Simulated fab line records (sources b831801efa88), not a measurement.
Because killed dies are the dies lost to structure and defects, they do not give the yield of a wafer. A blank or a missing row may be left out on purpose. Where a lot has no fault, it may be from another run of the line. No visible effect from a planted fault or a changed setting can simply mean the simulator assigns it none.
Check for tools in common -- flow gf180mcu -- Lots sampled 10, wafers sampled 36

## WHY IT WAS OPENED
GF_V3_RS_MEAS_24, reading V3_W_RS: flagged on 2 of 10 lots. No-fault wafers: 0.327 ohm/sq, standard deviation 0.0031.
Rule: a lot is flagged in two cases, either no wafer of it has a number, or all its wafers with numbers fall more than 4 standard deviations from that mean. The rest of the lots are taken to be sound.

lot,measured,on,"V3_W_RS (ohm/sq), wafer by wafer",flag
L705,day 22 05:04,filmMetro-04,0.324 0.327 0.324,
L707,day 23 01:06,filmMetro-04,0.323 0.326 0.325,
L709,day 24 01:26,filmMetro-04,0.327 0.329 0.324,
L712,day 25 04:40,filmMetro-03,0.327 0.328 0.324,
L714,day 26 03:28,filmMetro-01,0.327 0.328 0.329,
L716,day 26 08:30,filmMetro-04,0.331 0.332 0.334,
L717,day 26 14:43,filmMetro-04,0.324 0.323 0.325,
L718,day 26 23:22,filmMetro-04,0.330 0.329 0.329,
L719,day 27 08:20,filmMetro-04,0.233 0.235 0.238 0.233 0.235 0.237,FLAGGED
L720,day 27 16:04,filmMetro-03,0.238 0.241 0.239 0.238 0.241 0.239,FLAGGED
On average the flagged lots' numbers are 0.237 ohm/sq, which is -0.090 ohm/sq against the usual, or -29 standard deviations.

## LOT BY LOT: THE TOOL USED
Before the reading, the record contains 4 process steps out of a 602-step route. In each cell: the tool, then ch and the chambers that the sampled wafers went through, then the start.
lot,flag,GF_V2_SPUTTER_21,GF_V3_ETCH_17,GF_V3_STRIP_18,GF_V3_CVD_23
L705,,"pvdSputter-04, day 20 02:11","rieDiel-02 ch 0,2, day 22 04:17 or earlier","plasmaAsher-03 ch 0,1, day 22 04:17","cvdW-02 ch 0,1, day 22 04:57"
L707,,"pvdSputter-04, day 20 21:56","rieDiel-04 ch 1,2, day 23 00:21 or earlier","plasmaAsher-03 ch 0,1, day 23 00:21","cvdW-01 ch 0,1, day 23 00:59"
L709,,"pvdSputter-03, day 21 21:55","rieDiel-01 ch 2,3, day 24 00:41 or earlier","plasmaAsher-04 ch 0,1, day 24 00:41","cvdW-02 ch 0,1, day 24 01:19"
L712,,"pvdSputter-03, day 23 04:35","rieDiel-04 ch 1,2,3, day 25 03:55 or earlier","plasmaAsher-04 ch 0,1, day 25 03:55","cvdW-01 ch 0,1, day 25 04:34"
L714,,"pvdSputter-04, day 24 03:23","rieDiel-02 ch 1,3, day 26 02:42 or earlier","plasmaAsher-02 ch 0, day 26 02:42","cvdW-02 ch 0,1, day 26 03:20"
L716,,"pvdSputter-02, day 24 11:33","rieDiel-04 ch 0,1,2, day 26 07:45 or earlier","plasmaAsher-03 ch 0,1, day 26 07:45","cvdW-01 ch 0,1, day 26 08:23"
L717,,"pvdSputter-02, day 24 17:05","rieDiel-04 ch 0,1, day 26 13:58 or earlier","plasmaAsher-04 ch 0,1, day 26 13:58","cvdW-01 ch 0,1, day 26 14:37"
L718,,"pvdSputter-03, day 25 02:01","rieDiel-04 ch 1,2,3, day 26 22:36 or earlier","plasmaAsher-03 ch 0,1, day 26 22:36","cvdW-01 ch 0,1, day 26 23:14"
L719,FLAGGED,"pvdSputter-04, day 25 11:44","rieDiel-04 ch 1,2,3, day 27 07:36 or earlier","plasmaAsher-03 ch 0,1, day 27 07:36","cvdW-01 ch 0,1, day 27 08:14"
L720,FLAGGED,"pvdSputter-03, day 25 16:52","rieDiel-04 ch 0,1,3, day 27 15:17 or earlier","plasmaAsher-04 ch 0,1, day 27 15:17","cvdW-01 ch 0,1, day 27 15:57"
These steps, and what they do:
- GF_V2_SPUTTER_21: material Ti, target thk 15 nm, time 80.02 s.
- GF_V3_ETCH_17: etches SiO2 in C4F8/O2/Ar, stops on TiN, target depth 635 nm.
- GF_V3_STRIP_18: strips in O2/N2.
- GF_V3_CVD_23: deposits W, target thk 350 nm, time 104.9 s.
- GF_V3_RS_MEAS_24: measures by four-point-probe.

## FLAGGED AGAINST TOTAL, ONE TOOL AT A TIME (gauges that did the reading follow at the end)
step,tool,lots run,flagged,share of the flagged lots,sound lots run after its first flagged lot
GF_V2_SPUTTER_21,pvdSputter-02,2,0,none,-
GF_V2_SPUTTER_21,pvdSputter-03,4,1,some,0
GF_V2_SPUTTER_21,pvdSputter-04,4,1,some,0
GF_V3_ETCH_17,rieDiel-01,1,0,none,-
GF_V3_ETCH_17,rieDiel-02,2,0,none,-
GF_V3_ETCH_17,rieDiel-04,7,2,all,0
GF_V3_STRIP_18,plasmaAsher-02,1,0,none,-
GF_V3_STRIP_18,plasmaAsher-03,5,1,some,0
GF_V3_STRIP_18,plasmaAsher-04,4,1,some,0
GF_V3_CVD_23,cvdW-01,7,2,all,0
GF_V3_CVD_23,cvdW-02,3,0,none,-
GF_V3_RS_MEAS_24,filmMetro-01,1,0,none,-
GF_V3_RS_MEAS_24,filmMetro-03,2,1,some,0
GF_V3_RS_MEAS_24,filmMetro-04,7,1,some,0
GF_V3_ETCH_17 gives no start for some lots, so the hours and the order of its lots are those of GF_V3_STRIP_18.

## WHAT THE TABLE ALLOWS
Table rows that saw every flagged lot: 2, namely rieDiel-04 at GF_V3_ETCH_17 and cvdW-01 at GF_V3_CVD_23.
- rieDiel-04 at GF_V3_ETCH_17 ran 7 lots, 2 of them flagged. A fault beginning between L718 (day 26 22:36), its last sound lot, and L719 (day 27 07:36), its first flagged one, fits the data.
- cvdW-01 at GF_V3_CVD_23 ran 7 lots, 2 of them flagged. A fault beginning between L718 (day 26 23:14), its last sound lot, and L719 (day 27 08:14), its first flagged one, fits the data. Its own readings (susceptorTempC) fall more than 4 standard deviations out on all wafers of the flagged lots.
Counting lots can't tell these 2 tools apart, because each fits a fault that began at some hour. More lots, or a look at what each step does to the wafer, might.

## WHAT THE SIMULATOR HAD INSERTED
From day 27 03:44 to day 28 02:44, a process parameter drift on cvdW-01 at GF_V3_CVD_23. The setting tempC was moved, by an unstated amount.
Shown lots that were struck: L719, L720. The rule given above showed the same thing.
